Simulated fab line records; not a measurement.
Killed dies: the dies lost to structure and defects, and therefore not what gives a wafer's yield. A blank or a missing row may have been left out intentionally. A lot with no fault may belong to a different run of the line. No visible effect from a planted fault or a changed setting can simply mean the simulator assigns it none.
A struck lot beside a sound one | flow sfq-line | 42 out of 325 route steps
Sound: wafers L588.2, L588.4, L588.6. Struck: wafer L592.1 (left out: L592.2, L592.5 of the same lot, which were not struck); the cause appears at the end.
Per side, at each step with rows, come the tool, then ch with its chambers, and then its first start. Under that, the readings that differ: sound wafers | struck wafers | difference of the means | sigmas: that difference in standard deviations of wafers without a fault.
alike: words and numbers the same on both sides, and readings whose means are apart by under 2 such deviations; not compared: readings that were withheld, readings missing a value for some wafer, numbers with overlapping values and no deviation given by the record, and bounds like >300 which may hide the same value.
The two part at a step that has a row with sigmas, a row that says differs or no value, or rows on one side only. Numbers that have no deviation but don't overlap get no sigmas and don't part them. A reading that every wafer of one side lacks parts them only if that side has two wafers or more.

first, 6 steps without rows for these wafers: SFQ_TRILAYER_M2_LITHO_COAT_062 (resist thk 62 nm); SFQ_TRILAYER_M2_LITHO_COAT_057 (resist thk 600 nm); SFQ_TRILAYER_M2_LITHO_SOFTBAKE_061; SFQ_TRILAYER_M2_LITHO_EXPOSE_058 (exposes mask M2, target cd 500 nm); SFQ_TRILAYER_M2_LITHO_PEB_060 (peb time 60 s); SFQ_TRILAYER_M2_LITHO_DEVELOP_059 (time 60 s).
SFQ_M2_OVL_MEAS_916:
  sound on overlay-02, day 25 07:41; struck on overlay-02, day 25 12:29
  alike: M2_OVL
then, 4 steps without rows for these wafers: SFQ_TRILAYER_M2_BARC_OPEN_METAL_ETCH_077 (etches BARC in O2, target depth 125 nm, time 41.7 s); SFQ_TRILAYER_M2_ETCH_METAL_ETCH_060 (etches Nb in Cl2/Ar, stops on SiO2, target depth 240 nm, time 120 s); SFQ_TRILAYER_M2_STRIP_STRIP_061 (strips in O2); SFQ_TRILAYER_M2_STRIP_SOLV_CLEAN_062 (cleans in NMP, time 600 s).
SFQ_TRILAYER_I2_DEP_PECVD_063: deposits SiO2 from SiH4/N2O, time 111.11 s, target thk 500 nm.
  sound on pecvd-02 ch 0,1, day 25 08:41; struck on pecvd-03 ch 0, day 25 13:29
  alike: heater-power-w, showerhead-vpp-V, throttle-valve-pct
SFQ_TRILAYER_I2_CMP_CMP_064: polishes SiO2.
  sound on cmp-02 ch 0,3, day 26 18:25; struck on cmp-01 ch 2, day 27 02:39
  reading                                             | sound             | struck | difference | sigmas
  time-to-endpoint-s (s)                              | 206 214 215       | 276    | +64        | +11
  model.SiO2_of_TRILAYER_I2_DEP_PECVD_063.thk-nm (nm) | 200.8 201.2 201.2 | 304.7  | +103.6     |
  alike: edge-zone-pressure-frac, motor-current-A, retaining-ring-pressure-frac
SFQ_I2_BOW_MEAS_917:
  sound on film-metro-03, day 26 21:26; struck on film-metro-03, day 27 05:39
  alike: I2_BOW
SFQ_TRILAYER_I2_METRO_MEASURE_065:
  sound on film-metro-03, day 26 21:44; struck on film-metro-03, day 27 05:46
  reading     | sound             | struck | difference | sigmas
  thk-nm (nm) | 200.9 201.2 201.2 | 304.9  | +103.8     | +99 or more
then, 6 steps without rows for these wafers: SFQ_TRILAYER_I2_VIA_LITHO_COAT_072 (resist thk 62 nm); SFQ_TRILAYER_I2_VIA_LITHO_COAT_067 (resist thk 650 nm); SFQ_TRILAYER_I2_VIA_LITHO_SOFTBAKE_071; SFQ_TRILAYER_I2_VIA_LITHO_EXPOSE_068 (exposes mask I2, target cd 500 nm); SFQ_TRILAYER_I2_VIA_LITHO_PEB_070 (peb time 60 s); SFQ_TRILAYER_I2_VIA_LITHO_DEVELOP_069 (time 60 s).
-- the record jumps here: 6 days lie between the struck wafers' starts before and after --
SFQ_I2_OVL_MEAS_918:
  sound on overlay-02, day 32 15:44; struck on overlay-01, day 32 22:56
  alike: I2_OVL
then, 1 step without rows for these wafers: SFQ_TRILAYER_I2_VIA_BARC_OPEN_VIA_ETCH_096 (etches BARC in O2, target depth 125 nm, time 41.7 s).
SFQ_TRILAYER_I2_VIA_ETCH_VIA_ETCH_070: etches SiO2 in CHF3, stops on Nb, target depth 260 nm.
  sound on rie-diel-02 ch 1,3, day 32 15:49; struck on rie-diel-02 ch 1, day 32 23:01
  reading                        | sound             | struck | difference | sigmas
  oes-product-au (a.u.)          | 0.853 0.860 0.857 | 1.006  | +0.149     | +29
  model.I2.feature-depth-nm (nm) | 200.8 201.2 201.2 | 262    | +61        |
  model.etch.depth-nm (nm)       | 200.8 201.2 201.2 | 262    | +61        |
  alike: drypump-motor-current-A
then, 2 steps without rows for these wafers: SFQ_TRILAYER_I2_VIA_STRIP_STRIP_071 (strips in O2); SFQ_TRILAYER_I2_VIA_STRIP_SOLV_CLEAN_072 (cleans in NMP, time 600 s).
SFQ_TRILAYER_M3_DEP_PRE_CLEAN_074: time 22.5 s.
  sound on pvd-sputter-06, day 32 16:42; struck on pvd-sputter-06, day 32 23:54
  reading                                             | sound             | struck | difference | sigmas
  model.SiO2_of_TRILAYER_I2_DEP_PECVD_063.thk-nm (nm) | 193.3 193.7 193.7 | 297.2  | +103.6     |
then, 1 step without rows for these wafers: SFQ_TRILAYER_M3_DEP_SPUTTER_073 (material Nb, target thk 200 nm, time 133.3 s).
SFQ_M3_RS_MEAS_919: measures by four-point-probe.
  sound on film-metro-03, day 32 16:50; struck on film-metro-01, day 33 00:01
  alike: M3_NB_RS
then, 6 steps without rows for these wafers: SFQ_TRILAYER_M3_LITHO_COAT_080 (resist thk 62 nm); SFQ_TRILAYER_M3_LITHO_COAT_075 (resist thk 600 nm); SFQ_TRILAYER_M3_LITHO_SOFTBAKE_079; SFQ_TRILAYER_M3_LITHO_EXPOSE_076 (exposes mask M3, target cd 500 nm); SFQ_TRILAYER_M3_LITHO_PEB_078 (peb time 60 s); SFQ_TRILAYER_M3_LITHO_DEVELOP_077 (time 60 s).
-- the record jumps here: 6 days lie between the struck wafers' starts before and after --
SFQ_M3_OVL_MEAS_921:
  sound on overlay-02, day 38 21:15; struck on overlay-02, day 39 06:51
  alike: M3_OVL
SFQ_TRILAYER_M3_BARC_OPEN_METAL_ETCH_100: etches BARC in O2, target depth 125 nm, time 41.7 s.
  sound on rie-metal-04 ch 1, day 38 21:17; struck on rie-metal-02 ch 1, day 39 06:53
  alike: drypump-motor-current-A, oes-product-au
  not compared: rf-hours-counter-h
SFQ_TRILAYER_M3_ETCH_METAL_ETCH_078: etches Nb in Cl2/Ar, stops on SiO2, target depth 240 nm, time 120 s.
  sound on rie-metal-04 ch 1, day 38 21:20; struck on rie-metal-02 ch 1, day 39 06:56
  alike: drypump-motor-current-A, oes-product-au
  not compared: rf-hours-counter-h
SFQ_TRILAYER_M3_STRIP_STRIP_079: strips in O2.
  sound on rie-metal-04 ch 1, day 38 21:28; struck on rie-metal-02 ch 1, day 39 07:04
  alike: drypump-motor-current-A, oes-product-au
  not compared: rf-hours-counter-h
then, 1 step without rows for these wafers: SFQ_TRILAYER_M3_STRIP_SOLV_CLEAN_080 (cleans in NMP, time 600 s).
SFQ_TRILAYER_I3_DEP_PECVD_081: deposits SiO2 from SiH4/N2O, time 111.11 s, target thk 500 nm.
  sound on pecvd-02 ch 0,1, day 38 22:14; struck on pecvd-04 ch 1, day 39 07:50
  alike: heater-power-w, showerhead-vpp-V, throttle-valve-pct
-- the record jumps here: 48 days lie between the struck wafers' starts before and after --
SFQ_M8_BOW_MEAS_951:
  sound on film-metro-02, day 86 10:20; struck on film-metro-04, day 86 21:31
  reading                 | sound            | struck | difference | sigmas
  model.etest.i2.link-ohm | 1.964 1.982 1.97 | 1e+06  | +1e+06     |
  alike: M8_BOW

WHERE THEY PART
At SFQ_TRILAYER_I2_CMP_CMP_064 first; at SFQ_TRILAYER_I2_VIA_ETCH_VIA_ETCH_070 last (within this record only). Later steps at which nothing parts them and some readings are alike: SFQ_M3_RS_MEAS_919, SFQ_M3_OVL_MEAS_921, SFQ_TRILAYER_M3_BARC_OPEN_METAL_ETCH_100, SFQ_TRILAYER_M3_ETCH_METAL_ETCH_078, SFQ_TRILAYER_M3_STRIP_STRIP_079, SFQ_TRILAYER_I3_DEP_PECVD_081, SFQ_M8_BOW_MEAS_951.

WHY: what had been put in by the simulator
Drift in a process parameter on cmp-01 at SFQ_TRILAYER_I2_CMP_CMP_064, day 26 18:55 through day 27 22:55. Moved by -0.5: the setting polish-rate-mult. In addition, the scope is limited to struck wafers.
